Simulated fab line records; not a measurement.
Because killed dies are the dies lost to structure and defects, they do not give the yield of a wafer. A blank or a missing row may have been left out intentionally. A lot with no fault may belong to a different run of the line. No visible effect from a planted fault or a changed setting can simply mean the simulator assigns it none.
fab line records	flow sky130
record: lots: 24	wafers: 72	last_day: 50
route steps=708 shown CONTACT@409 METAL1@437 METAL3@536 CAPM@538
lots untouched by any fault: they come from a run of this same line in which no faults occurred
start_h: hours from the record's opening day to when the first of the lot's shown wafers began	wait_h: time in hours since the lot's previous step	" same as the row above	L1.1+2: a row that stands for several wafers	- no value, or no start was given	* or withheld: withheld	< > ~ a bound
route shown NAME@n: NAME is a module with steps in the file, n the number in the route of the first one	usual: the fault-free wafers' mean and standard deviation	same: alike in all rows	chamber/n: place in a boat	sites: each site's reading	_std_site: standard deviation of those values	_edge_site: mean of outer sites minus mean of inner sites	radius_mm: how far each site lies from the wafer's centre	mask NAME#n: copy n	behind: the tool/chamber that last shaped the wafer	hold: the reason the lot was held/the length of the hold in hours/how it ended	device: the transistor (n, p or np) that didn't switch	end of line: tests run on the same wafers once the route is complete	a step without rows: its recipe alone	killed: not the wafer's yield, but the dies lost to structure and defects at the first sort	map: per-die view of a wafer (x killed, . not killed, _ where there is no die)
set.NAME: setting as actually run; set.NAME@STEP: the setting as run at that earlier step	model.NAME: the simulator's own value behind a step, which no gauge read
a sample of lots followed through the steps of the route, with each step as a table and each wafer as a row
services: from which hour (start_h, from the record's first day; less than 0 if before it) a tool's chamber was out of use, for how many hours, and why
== steps ==
step: SKY_CONTACT_THK_MEAS_03
recipe: reads: SiO2_of_CONTACT_HDPCVD_02
usual: CONTACT_HDPCVD_THK: 567/6.7
lot.wafer	tool	chamber	start_h	wait_h	CONTACT_HDPCVD_THK[nm]
L074.2	film_metro-03	-	705.69	0.0	574
L074.3	"	-	"	"	571
L074.6	"	-	"	"	566
L075.1	film_metro-02	-	707.13	0.0	566
L075.3	"	-	"	"	572
L075.4	"	-	"	"	567
L076.1	film_metro-01	-	709.82	0.0	559
L076.2	"	-	"	"	557
L076.5	"	-	"	"	561
L077.3	film_metro-03	-	731.98	0.1	566
L077.4	"	-	"	"	566
L077.5	"	-	"	"	561
L079.1	film_metro-01	-	747.03	0.0	559
L079.2	"	-	"	"	569
L079.5	"	-	"	"	565
L078.1	film_metro-01	-	748.52	0.0	572
L078.2	"	-	"	"	565
L078.5	"	-	"	"	574
L082.1	film_metro-01	-	809.91	0.0	565
L082.2	"	-	"	"	572
L082.5	"	-	"	"	577
L084.3	film_metro-02	-	810.40	0.1	565
L084.4	"	-	"	"	568
L084.6	"	-	"	"	566
L080.1	film_metro-01	-	810.86	0.0	575
L080.4	"	-	"	"	556
L080.6	"	-	"	"	562
L081.1	film_metro-02	-	813.11	0.0	566
L081.2	"	-	"	"	572
L081.4	"	-	"	"	573
L085.3	film_metro-02	-	813.89	0.1	562
L085.5	"	-	"	"	563
L085.6	"	-	"	"	579
L087.2	film_metro-01	-	814.38	0.0	560
L087.5	"	-	"	"	569
L087.6	"	-	"	"	567
L086.1	film_metro-01	-	815.43	0.0	562
L086.2	"	-	"	"	560
L086.3	"	-	"	"	569
L083.1	film_metro-01	-	815.64	0.0	569
L083.3	"	-	"	"	559
L083.5	"	-	"	"	564
L088.1	film_metro-03	-	815.75	0.0	582
L088.2	"	-	"	"	576
L088.4	"	-	"	"	566
L089.1	film_metro-03	-	816.96	0.0	569
L089.2	"	-	"	"	573
L089.4	"	-	"	"	581
L090.2	film_metro-03	-	831.01	0.0	577
L090.4	"	-	"	"	563
L090.6	"	-	"	"	569
L091.1	film_metro-03	-	832.15	0.0	576
L091.3	"	-	"	"	564
L091.5	"	-	"	"	583
L092.2	film_metro-02	-	836.14	0.0	572
L092.4	"	-	"	"	565
L092.5	"	-	"	"	578
L093.1	film_metro-01	-	849.97	0.0	570
L093.2	"	-	"	"	569
L093.3	"	-	"	"	575
L094.2	film_metro-03	-	850.66	0.0	561
L094.4	"	-	"	"	560
L094.5	"	-	"	"	567
L095.1	film_metro-03	-	857.07	0.0	560
L095.3	"	-	"	"	555
L095.5	"	-	"	"	565
L096.1	film_metro-02	-	894.94	0.0	558
L096.3	"	-	"	"	559
L096.5	"	-	"	"	566
L097.1	film_metro-02	-	895.89	0.0	565
L097.3	"	-	"	"	566
L097.4	"	-	"	"	567
step: SKY_CONTACT_CVD_24
recipe: material: W	target_thk_nm: 340	time_s: 102.12	temp_c: 400	pressure_torr: 40
usual: heater_power_w: 849/68
lot.wafer	tool	chamber	start_h	wait_h	heater_power_w
L074.2	cvd_w-01	0	734.39	0.0	775
L074.3	"	1	"	"	938
L074.6	"	0	"	"	778
L075.1	cvd_w-01	1	735.94	0.0	929
L075.3	"	0	"	"	793
L075.4	"	1	"	"	954
L076.1	cvd_w-01	0	737.70	0.0	796
L076.2	"	1	"	"	934
L076.5	"	0	"	"	778
L077.3	cvd_w-01	1	760.19	0.1	916
L077.4	"	0	"	"	797
L077.5	"	1	"	"	927
L079.1	cvd_w-01	1	775.00	0.0	939
L079.2	"	0	"	"	786
L079.5	"	0	"	"	790
L078.1	cvd_w-01	0	776.45	0.0	799
L078.2	"	1	"	"	938
L078.5	"	0	"	"	805
L082.1	cvd_w-01	1	837.19	0.0	958
L082.2	"	0	"	"	792
L082.5	"	0	"	"	790
L084.3	cvd_w-02	0	837.54	0.1	853
L084.4	"	1	"	"	768
L084.6	"	1	"	"	781
L080.1	cvd_w-01	1	838.16	0.0	920
L080.4	"	0	"	"	802
L080.6	"	1	"	"	939
L081.1	cvd_w-01	1	841.11	0.0	938
L081.2	"	0	"	"	793
L081.4	"	1	"	"	928
L085.3	cvd_w-02	1	841.49	0.1	772
L085.5	"	1	"	"	768
L085.6	"	0	"	"	843
L087.2	cvd_w-01	1	841.61	0.0	929
L087.5	"	1	"	"	962
L087.6	"	0	"	"	800
L086.1	cvd_w-02	1	842.69	0.0	765
L086.2	"	0	"	"	851
L086.3	"	0	"	"	825
L083.1	cvd_w-01	1	843.03	0.0	915
L083.3	"	0	"	"	798
L083.5	"	0	"	"	810
L088.1	cvd_w-02	1	843.35	0.0	815
L088.2	"	0	"	"	861
L088.4	"	0	"	"	850
L089.1	cvd_w-01	0	843.94	0.0	780
L089.2	"	1	"	"	969
L089.4	"	0	"	"	777
L090.2	cvd_w-01	1	858.40	0.0	950
L090.4	"	0	"	"	786
L090.6	"	0	"	"	790
L091.1	cvd_w-01	0	859.59	0.0	802
L091.3	"	0	"	"	793
L091.5	"	1	"	"	919
L092.2	cvd_w-01	1	864.05	0.0	942
L092.4	"	0	"	"	785
L092.5	"	0	"	"	769
L093.1	cvd_w-01	1	877.14	0.0	930
L093.2	"	0	"	"	800
L093.3	"	1	"	"	938
L094.2	cvd_w-01	0	877.83	0.0	789
L094.4	"	0	"	"	760
L094.5	"	0	"	"	823
L095.1	cvd_w-01	1	884.30	0.0	919
L095.3	"	1	"	"	930
L095.5	"	0	"	"	792
L096.1	cvd_w-01	0	922.18	0.0	794
L096.3	"	0	"	"	760
L096.5	"	0	"	"	788
L097.1	cvd_w-02	0	922.51	0.0	851
L097.3	"	0	"	"	845
L097.4	"	1	"	"	788
step: SKY_METAL1_SPUTTER_03
recipe: material: Ti	target_thk_nm: 5	power_w: 3000	time_s: 3.3	chamber_pressure_pa: 0.4
usual: throttle_valve_pct: 30.4/0.87
lot.wafer	tool	chamber	start_h	wait_h	throttle_valve_pct
L074.2	pvd_sputter-03	-	735.05	0.0	31.9
L074.3	"	-	"	"	29.5
L074.6	"	-	"	"	31.0
L075.1	pvd_sputter-03	-	736.60	0.0	30.5
L075.3	"	-	"	"	31.3
L075.4	"	-	"	"	29.3
L076.1	pvd_sputter-04	-	738.37	0.0	30.4
L076.2	"	-	"	"	31.3
L076.5	"	-	"	"	31.1
L077.3	pvd_sputter-03	-	760.82	0.0	29.1
L077.4	"	-	"	"	30.7
L077.5	"	-	"	"	29.4
L079.1	pvd_sputter-03	-	775.66	0.0	30.6
L079.2	"	-	"	"	31.0
L079.5	"	-	"	"	29.3
L078.1	pvd_sputter-01	-	777.11	0.0	29.5
L078.2	"	-	"	"	29.8
L078.5	"	-	"	"	29.9
L082.1	pvd_sputter-03	-	837.85	0.0	29.2
L082.2	"	-	"	"	30.5
L082.5	"	-	"	"	29.2
L084.3	pvd_sputter-01	-	838.45	0.0	32.0
L084.4	"	-	"	"	29.6
L084.6	"	-	"	"	29.7
L080.1	pvd_sputter-03	-	838.82	0.0	30.5
L080.4	"	-	"	"	29.4
L080.6	"	-	"	"	30.2
L081.1	pvd_sputter-03	-	841.77	0.0	30.6
L081.2	"	-	"	"	30.9
L081.4	"	-	"	"	32.0
L085.3	pvd_sputter-04	-	842.11	0.0	29.5
L085.5	"	-	"	"	30.2
L085.6	"	-	"	"	29.5
L087.2	pvd_sputter-01	-	842.37	0.0	29.8
L087.5	"	-	"	"	30.0
L087.6	"	-	"	"	29.6
L086.1	pvd_sputter-03	-	843.36	0.0	31.0
L086.2	"	-	"	"	29.5
L086.3	"	-	"	"	30.8
L083.1	pvd_sputter-04	-	843.70	0.0	31.3
L083.3	"	-	"	"	30.2
L083.5	"	-	"	"	29.9
L088.1	pvd_sputter-01	-	844.02	0.0	29.8
L088.2	"	-	"	"	31.9
L088.4	"	-	"	"	29.9
L089.1	pvd_sputter-03	-	844.61	0.0	31.7
L089.2	"	-	"	"	29.3
L089.4	"	-	"	"	30.7
L090.2	pvd_sputter-03	-	859.07	0.0	32.2
L090.4	"	-	"	"	29.5
L090.6	"	-	"	"	29.2
L091.1	pvd_sputter-03	-	860.26	0.0	32.2
L091.3	"	-	"	"	29.4
L091.5	"	-	"	"	29.1
L092.2	pvd_sputter-04	-	864.71	0.0	30.3
L092.4	"	-	"	"	31.3
L092.5	"	-	"	"	30.7
L093.1	pvd_sputter-01	-	877.81	0.0	29.8
L093.2	"	-	"	"	31.6
L093.3	"	-	"	"	29.5
L094.2	pvd_sputter-01	-	878.49	0.0	31.8
L094.4	"	-	"	"	29.8
L094.5	"	-	"	"	29.8
L095.1	pvd_sputter-01	-	884.96	0.0	31.9
L095.3	"	-	"	"	29.6
L095.5	"	-	"	"	29.8
L096.1	pvd_sputter-04	-	922.99	0.0	30.0
L096.3	"	-	"	"	31.3
L096.5	"	-	"	"	30.9
L097.1	pvd_sputter-01	-	923.29	0.0	29.6
L097.3	"	-	"	"	31.8
L097.4	"	-	"	"	29.8
step: SKY_METAL3_SPUTTER_04
recipe: material: TiN	target_thk_nm: 70	power_w: 6500	time_s: 58.3	chamber_pressure_pa: 0.4
usual: throttle_valve_pct: 30.5/0.88
lot.wafer	tool	chamber	start_h	wait_h	throttle_valve_pct
L074.2	pvd_sputter-01	-	845.70	0.0	29.8
L074.3	"	-	"	"	29.6
L074.6	"	-	"	"	29.9
L075.1	pvd_sputter-01	-	847.85	0.0	29.2
L075.3	"	-	"	"	29.7
L075.4	"	-	"	"	32.0
L076.1	pvd_sputter-03	-	850.19	0.0	30.8
L076.2	"	-	"	"	29.2
L076.5	"	-	"	"	29.4
L077.3	pvd_sputter-03	-	872.06	0.0	31.0
L077.4	"	-	"	"	29.5
L077.5	"	-	"	"	30.4
L079.1	pvd_sputter-04	-	887.25	0.0	31.1
L079.2	"	-	"	"	30.1
L079.5	"	-	"	"	29.7
L078.1	pvd_sputter-01	-	889.44	0.0	29.4
L078.2	"	-	"	"	30.1
L078.5	"	-	"	"	31.9
L082.1	pvd_sputter-01	-	947.44	0.0	29.9
L082.2	"	-	"	"	32.1
L082.5	"	-	"	"	29.7
L080.1	pvd_sputter-04	-	947.95	0.0	29.6
L080.4	"	-	"	"	31.3
L080.6	"	-	"	"	30.5
L084.3	pvd_sputter-04	-	948.93	0.0	31.1
L084.4	"	-	"	"	30.8
L084.6	"	-	"	"	31.0
L081.1	pvd_sputter-04	-	950.50	0.0	29.9
L081.2	"	-	"	"	31.0
L081.4	"	-	"	"	29.6
L085.3	pvd_sputter-03	-	951.47	0.0	30.7
L085.5	"	-	"	"	30.7
L085.6	"	-	"	"	31.0
L083.1	pvd_sputter-01	-	952.37	0.0	29.6
L083.3	"	-	"	"	29.6
L083.5	"	-	"	"	29.9
L087.2	pvd_sputter-04	-	952.97	0.0	29.8
L087.5	"	-	"	"	30.8
L087.6	"	-	"	"	29.6
L086.1	pvd_sputter-01	-	953.27	0.0	31.7
L086.2	"	-	"	"	29.8
L086.3	"	-	"	"	29.7
L088.1	pvd_sputter-03	-	953.87	0.0	30.6
L088.2	"	-	"	"	30.9
L088.4	"	-	"	"	32.3
L089.1	pvd_sputter-04	-	954.17	0.0	30.6
L089.2	"	-	"	"	31.1
L089.4	"	-	"	"	29.6
L090.2	pvd_sputter-04	-	966.20	0.0	29.7
L090.4	"	-	"	"	31.1
L090.6	"	-	"	"	29.9
L091.1	pvd_sputter-03	-	967.59	0.0	29.2
L091.3	"	-	"	"	31.1
L091.5	"	-	"	"	29.6
L092.2	pvd_sputter-03	-	971.17	0.0	31.0
L092.4	"	-	"	"	32.1
L092.5	"	-	"	"	30.7
L093.1	pvd_sputter-03	-	982.31	0.0	31.0
L093.2	"	-	"	"	29.3
L093.3	"	-	"	"	32.0
L094.2	pvd_sputter-03	-	984.21	0.0	31.0
L094.4	"	-	"	"	30.8
L094.5	"	-	"	"	30.6
L095.1	pvd_sputter-03	-	988.65	0.0	30.7
L095.3	"	-	"	"	30.4
L095.5	"	-	"	"	31.1
L096.1	pvd_sputter-01	-	1024.54	0.0	29.6
L096.3	"	-	"	"	29.8
L096.5	"	-	"	"	29.7
L097.1	pvd_sputter-03	-	1024.61	0.0	31.1
L097.3	"	-	"	"	30.6
L097.4	"	-	"	"	30.6
step: SKY_CAPM_THK_MEAS_01
recipe: reads: SiO2_of_CAPM_CVD_00
usual: CAPM_CVD_00_THK: 15.62/0.24
lot.wafer	tool	chamber	start_h	wait_h	CAPM_CVD_00_THK[nm]
L074.2	film_metro-02	-	845.78	-	15.14
L074.3	"	-	"	"	15.60
L074.6	"	-	"	"	15.65
L075.1	film_metro-04	-	847.92	-	15.65
L075.3	"	-	"	"	15.36
L075.4	"	-	"	"	15.65
L076.1	film_metro-04	-	850.26	-	15.52
L076.2	"	-	"	"	15.49
L076.5	"	-	"	"	15.75
L077.3	film_metro-02	-	872.15	-	15.22
L077.4	"	-	"	"	15.69
L077.5	"	-	"	"	15.52
L079.1	film_metro-02	-	887.32	-	15.57
L079.2	"	-	"	"	15.04
L079.5	"	-	"	"	15.60
L078.1	film_metro-01	-	889.51	-	15.50
L078.2	"	-	"	"	15.48
L078.5	"	-	"	"	15.82
L082.1	film_metro-02	-	947.51	-	15.80
L082.2	"	-	"	"	15.50
L082.5	"	-	"	"	15.79
L080.1	film_metro-01	-	948.04	-	15.32
L080.4	"	-	"	"	15.68
L080.6	"	-	"	"	15.74
L084.3	film_metro-02	-	949.02	-	15.53
L084.4	"	-	"	"	15.81
L084.6	"	-	"	"	15.73
L081.1	film_metro-04	-	950.57	-	15.30
L081.2	"	-	"	"	15.62
L081.4	"	-	"	"	15.52
L085.3	film_metro-04	-	951.56	-	15.70
L085.5	"	-	"	"	15.91
L085.6	"	-	"	"	15.80
L083.1	film_metro-01	-	952.44	-	15.57
L083.3	"	-	"	"	15.30
L083.5	"	-	"	"	15.96
L087.2	film_metro-01	-	953.05	-	15.20
L087.5	"	-	"	"	15.62
L087.6	"	-	"	"	15.87
L086.1	film_metro-04	-	953.34	-	15.65
L086.2	"	-	"	"	15.61
L086.3	"	-	"	"	15.75
L088.1	film_metro-02	-	953.94	-	15.83
L088.2	"	-	"	"	15.71
L088.4	"	-	"	"	16.13
L089.1	film_metro-04	-	954.24	-	15.80
L089.2	"	-	"	"	15.20
L089.4	"	-	"	"	15.96
L090.2	film_metro-04	-	966.28	-	15.63
L090.4	"	-	"	"	15.59
L090.6	"	-	"	"	15.91
L091.1	film_metro-01	-	967.66	-	15.32
L091.3	"	-	"	"	14.95
L091.5	"	-	"	"	15.54
L092.2	film_metro-04	-	971.25	-	15.46
L092.4	"	-	"	"	15.59
L092.5	"	-	"	"	15.69
L093.1	film_metro-01	-	982.38	-	15.75
L093.2	"	-	"	"	15.49
L093.3	"	-	"	"	15.81
L094.2	film_metro-04	-	984.29	-	15.68
L094.4	"	-	"	"	15.89
L094.5	"	-	"	"	15.93
L095.1	film_metro-04	-	988.72	-	15.67
L095.3	"	-	"	"	15.42
L095.5	"	-	"	"	15.78
L096.1	film_metro-02	-	1024.62	-	15.35
L096.3	"	-	"	"	15.21
L096.5	"	-	"	"	15.73
L097.1	film_metro-01	-	1024.68	-	15.64
L097.3	"	-	"	"	15.33
L097.4	"	-	"	"	15.47
step: SKY_CAPM_METAL_ETCH_13
recipe: target_depth_nm: 220	stop_on: SiO2	chemistry: Cl2/BCl3	target: TiN	pressure_mtorr: 10	icp_w: 900	bias_w: 48.5	Cl2_flow_sccm: 60	bcl3_flow_sccm: 30	time_s: 62.9
usual: bcl3_flow_sccm: 30.00/0.095	drypump_motor_current_A: 5.7/0.82	he_backside_leak_sccm: 3.41/0.25	oes_product_au: 0.944/0.0084	rf_fwd_power_W: 893.2/2.9	throttle_valve_pct: 21.900/0.01
lot.wafer	tool	chamber	start_h	wait_h	bcl3_flow_sccm	drypump_motor_current_A	he_backside_leak_sccm	oes_product_au	rf_fwd_power_W	rf_hours_counter_h	throttle_valve_pct
L074.2	rie_metal-02	1	871.47	0.0	30.15	6.5	3.42	0.946	882.6	15	21.907
L074.3	"	1	"	"	30.14	6.5	3.39	0.943	890.5	-	21.894
L074.6	"	0	"	"	30.02	5.5	3.52	0.936	894.3	-	21.902
L075.1	rie_metal-01	0	874.15	0.0	29.97	6.8	3.46	0.942	893.0	4	21.911
L075.3	"	1	"	"	30.08	4.7	3.25	0.931	892.7	-	21.900
L075.4	"	0	"	"	30.02	6.8	3.36	0.945	891.7	-	21.908
L076.1	rie_metal-02	0	875.97	0.0	29.91	5.5	3.54	0.955	894.6	14	21.888
L076.2	"	1	"	"	29.98	6.5	3.38	0.939	890.0	15	21.913
L076.5	"	0	"	"	29.91	5.5	3.30	0.937	896.1	-	21.891
L077.3	rie_metal-01	1	898.15	0.1	30.03	4.8	3.23	0.940	899.4	-	21.900
L077.4	"	1	"	"	30.06	4.8	3.14	0.941	897.8	-	21.905
L077.5	"	1	"	"	30.16	4.8	3.33	0.952	893.4	-	21.892
L079.1	rie_metal-01	1	913.20	0.0	29.99	4.8	3.26	0.943	893.3	11	21.891
L079.2	"	0	"	"	29.89	6.8	3.44	0.939	888.4	6	21.906
L079.5	"	0	"	"	29.78	6.8	3.38	0.956	888.9	-	21.889
L078.1	rie_metal-01	0	915.25	0.0	30.06	6.8	3.46	0.934	892.1	6	21.915
L078.2	"	1	"	"	30.04	4.8	3.23	0.945	895.5	11	21.912
L078.5	"	1	"	"	30.06	4.8	3.29	0.924	895.4	-	21.915
L082.1	rie_metal-02	0	970.70	0.0	30.02	5.5	3.57	0.937	897.0	17	21.898
L082.2	"	1	"	"	30.16	6.5	3.39	0.947	895.1	17	21.925
L082.5	"	1	"	"	30.15	6.6	3.49	0.945	894.5	-	21.886
L080.1	rie_metal-04	0	971.30	0.0	30.08	6.0	3.38	0.946	893.2	8	21.889
L080.4	"	0	"	"	29.96	6.0	3.51	0.956	890.8	-	21.895
L080.6	"	0	"	"	29.96	5.9	3.46	0.947	891.7	-	21.891
L084.3	rie_metal-01	0	972.30	0.0	29.93	6.8	3.71	0.947	897.4	-	21.897
L084.4	"	1	"	"	30.00	4.7	3.23	0.957	891.6	-	21.881
L084.6	"	1	"	"	29.96	4.7	3.35	0.961	887.1	-	21.908
L081.1	rie_metal-01	0	974.25	0.0	29.88	6.8	3.56	0.937	893.3	9	21.909
L081.2	"	1	"	"	29.93	4.8	3.38	0.947	889.9	14	21.893
L081.4	"	1	"	"	29.95	4.8	3.20	0.945	891.5	-	21.900
L085.3	rie_metal-02	1	974.85	0.0	30.02	6.5	3.29	0.938	892.3	-	21.889
L085.5	"	0	"	"	29.85	5.5	3.42	0.952	892.7	-	21.898
L085.6	"	1	"	"	29.97	6.5	3.38	0.951	893.8	-	21.905
L083.1	rie_metal-04	1	975.82	0.0	30.05	4.8	3.05	0.941	898.1	0	21.897
L083.3	"	1	"	"	30.01	4.8	3.22	0.955	892.5	-	21.887
L083.5	"	1	"	"	30.09	4.8	3.12	0.937	895.3	-	21.911
L087.2	rie_metal-01	0	976.60	0.0	29.88	6.8	3.53	0.933	889.4	9	21.886
L087.5	"	1	"	"	29.93	4.8	3.39	0.934	894.8	-	21.902
L087.6	"	0	"	"	29.96	6.8	3.73	0.929	892.5	-	21.909
L086.1	rie_metal-04	1	976.70	0.0	29.99	4.8	3.11	0.946	892.0	0	21.920
L086.2	"	0	"	"	30.01	6.0	3.56	0.950	891.9	9	21.894
L086.3	"	0	"	"	29.89	6.0	3.43	0.944	896.7	-	21.902
L088.1	rie_metal-02	1	976.90	0.0	30.06	6.5	3.40	0.951	897.7	18	21.902
L088.2	"	0	"	"	30.08	5.5	3.58	0.940	898.4	18	21.901
L088.4	"	1	"	"	30.00	6.5	3.39	0.938	892.6	-	21.896
L089.1	rie_metal-01	0	977.50	0.0	29.93	6.8	3.45	0.938	896.5	9	21.923
L089.2	"	1	"	"	29.88	4.8	3.15	0.950	892.4	15	21.914
L089.4	"	0	"	"	29.98	6.8	3.44	0.937	888.3	-	21.893
L090.2	rie_metal-04	1	989.75	0.0	30.23	4.8	3.10	0.952	894.4	1	21.901
L090.4	"	1	"	"	29.94	4.8	3.09	0.945	894.2	-	21.912
L090.6	"	1	"	"	30.11	4.8	3.15	0.944	896.2	-	21.901
L091.1	rie_metal-02	0	991.15	0.0	30.07	5.5	3.60	0.948	889.8	19	21.893
L091.3	"	0	"	"	29.97	5.5	3.42	0.960	890.9	-	21.886
L091.5	"	0	"	"	30.18	5.5	3.66	0.952	896.6	-	21.877
L092.2	rie_metal-01	1	994.02	0.0	30.08	4.8	3.28	0.930	895.5	16	21.895
L092.4	"	0	"	"	30.12	6.8	3.44	0.940	893.1	-	21.909
L092.5	"	0	"	"	29.97	6.8	3.60	0.939	887.6	-	21.901
L093.1	rie_metal-04	0	1005.42	0.0	30.00	6.0	3.37	0.957	887.4	11	21.881
L093.2	"	1	"	"	29.93	4.8	5.58	0.937	895.3	3	21.909
L093.3	"	0	"	"	30.03	6.0	3.42	0.948	893.4	-	21.892
L094.2	rie_metal-01	0	1007.67	0.0	29.92	6.8	3.64	0.956	897.3	11	21.900
L094.4	"	0	"	"	29.86	6.8	3.54	0.942	893.8	-	21.897
L094.5	"	1	"	"	29.85	4.7	3.35	0.954	895.1	-	21.906
L095.1	rie_metal-04	0	1011.95	0.0	29.99	5.9	3.56	0.938	896.2	11	21.907
L095.3	"	1	"	"	29.95	4.8	3.19	0.952	897.1	-	21.886
L095.5	"	0	"	"	29.88	5.9	3.64	0.937	892.4	-	21.904
L096.1	rie_metal-01	0	1045.80	0.0	30.13	6.8	3.48	0.944	890.9	13	21.897
L096.3	"	0	"	"	30.17	6.8	3.69	0.945	886.2	-	21.895
L096.5	"	1	"	"	29.89	4.8	3.27	0.945	891.0	-	21.896
L097.1	rie_metal-04	1	1046.10	0.0	30.06	4.8	3.27	0.960	895.7	4	21.900
L097.3	"	0	"	"	30.09	6.0	3.45	0.949	891.5	-	21.898
L097.4	"	1	"	"	29.89	4.8	3.39	0.957	892.6	-	21.895
== services ==
tool	chamber	start_h	hours	kind
rie_metal-04	-	761.78	0.5	repair
rie_metal-04	-	771.78	0.2	repair
rie_metal-04	0	810.19	7.5	repair
pvd_sputter-01	-	810.40	0.5	repair
pvd_sputter-03	-	827.79	2.2	repair
cvd_w-02	-	861.30	0.8	repair
rie_metal-04	-	880.29	0.5	repair
rie_metal-04	-	881.72	28.1	pm
pvd_sputter-03	-	884.65	4.8	repair
rie_metal-01	0	889.13	12.9	repair
pvd_sputter-01	-	892.73	1.5	repair
rie_metal-02	-	895.75	28.1	pm
cvd_w-01	-	903.35	0.7	repair
cvd_w-01	-	904.01	14.0	pm
pvd_sputter-01	-	909.74	6.6	repair
rie_metal-01	-	909.82	2.8	pm
cvd_w-02	-	918.01	2.8	pm
pvd_sputter-04	-	933.35	0.9	repair
rie_metal-02	1	933.43	8.3	repair
pvd_sputter-01	-	957.11	1.5	repair
pvd_sputter-04	-	967.48	2.1	repair
rie_metal-01	-	968.94	0.5	repair
rie_metal-01	-	995.88	0.6	repair
cvd_w-01	-	1030.70	6.9	pm
== key ==
fault none
